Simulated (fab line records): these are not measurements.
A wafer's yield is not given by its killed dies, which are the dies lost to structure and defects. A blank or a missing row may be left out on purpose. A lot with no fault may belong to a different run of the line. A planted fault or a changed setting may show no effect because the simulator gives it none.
A lot that was struck, set against a sound lot :: flow sky130 :: 14 steps out of a route of 708
Sound: these wafers, L811.2, L811.3, L811.6. Wafers struck: L823.1, L823.4, L823.6. The cause is named last.
At each step with rows: each side's tool, then ch and its chambers, then its first start. Under that, the readings that differ: sound wafers :: struck wafers :: difference of the means :: sigmas: that difference in standard deviations of wafers without a fault.
alike: readings with means less than 2 such deviations apart, plus words and numbers identical on both sides. not compared: withheld readings, readings lacking a value on some wafer, bounds such as >300 that could conceal the same value, and numbers that have no deviation in the record and whose values overlap.
Wherever a step has rows on one side only, a row that says differs or no value, or a row with sigmas, the two part there. When numbers do not overlap yet have no deviation, they are printed without sigmas and do not part them. A reading missing from all wafers of one side parts the sides only when that side holds two or more wafers.

SKY_CONTACT_THK_MEAS_01:
  sound on film_metro-04 at day 32 11:13; struck on film_metro-01 at day 36 06:50
  alike: CONTACT_CVD_00_THK
then, 1 step without rows for these wafers: SKY_CONTACT_HDPCVD_02 (deposits SiO2, target thk 565 nm, time 94.2 s).
SKY_CONTACT_THK_MEAS_03:
  sound on film_metro-03 at day 32 11:20; struck on film_metro-04 at day 36 06:58
  alike: CONTACT_HDPCVD_THK
SKY_CONTACT_CMP_04: polishes SiO2.
  sound on cmp-02 ch 0,2,3, day 32 11:29; struck on cmp-01 ch 0,1,3, day 36 07:08
  alike: motor_current_A, retaining_ring_pressure_frac, time_to_endpoint_s
SKY_CONTACT_BOW_MEAS_05:
  sound on film_metro-01 at day 32 11:43; struck on film_metro-01 at day 36 07:20
  alike: CONTACT_BOW
then, 7 steps without rows for these wafers: SKY_CONTACT_DEHYDRATE_06 (time 60 s); SKY_CONTACT_HMDS_07 (prime time 60 s); SKY_CONTACT_COAT_08 (resist thk 60 nm); SKY_CONTACT_COAT_09 (resist thk 450 nm); SKY_CONTACT_SOFTBAKE_10 (time 90 s); SKY_CONTACT_EXPOSE_11 (exposes mask CTM1, target cd 170 nm); SKY_CONTACT_PEB_12.
SKY_CONTACT_DEVELOP_13: develop time 60 s.
  sound on litho_track-03 ch 0, day 33 13:00; struck on litho_track-01, day 37 09:00
  no value came back on the struck wafers for chill_plate_temp_C (C), develop_time_s (s); on the sound wafers chill_plate_temp_C (C) reads 22.94 22.90 22.95
reading: model.KrF-thick_of_CONTACT_COAT_09.thk_nm (nm)
sound: 436.7 438 438.9
struck: 448 449.9 450.4
difference: +12
sigmas: 
SKY_CONTACT_CD_MEAS_14: the cd target is 170 nm.
  sound on cd_sem-01 at day 33 13:31; struck on cd_sem-02 at day 37 09:17
reading: cd_nm (nm)
sound: 168.8 168.2 167.7
struck: - - -
difference: no value on the struck wafers
sigmas: 

## WHERE THEY PART
Earliest at SKY_CONTACT_DEVELOP_13; latest, in this record, at SKY_CONTACT_CD_MEAS_14.

WHY: what had been put in by the simulator
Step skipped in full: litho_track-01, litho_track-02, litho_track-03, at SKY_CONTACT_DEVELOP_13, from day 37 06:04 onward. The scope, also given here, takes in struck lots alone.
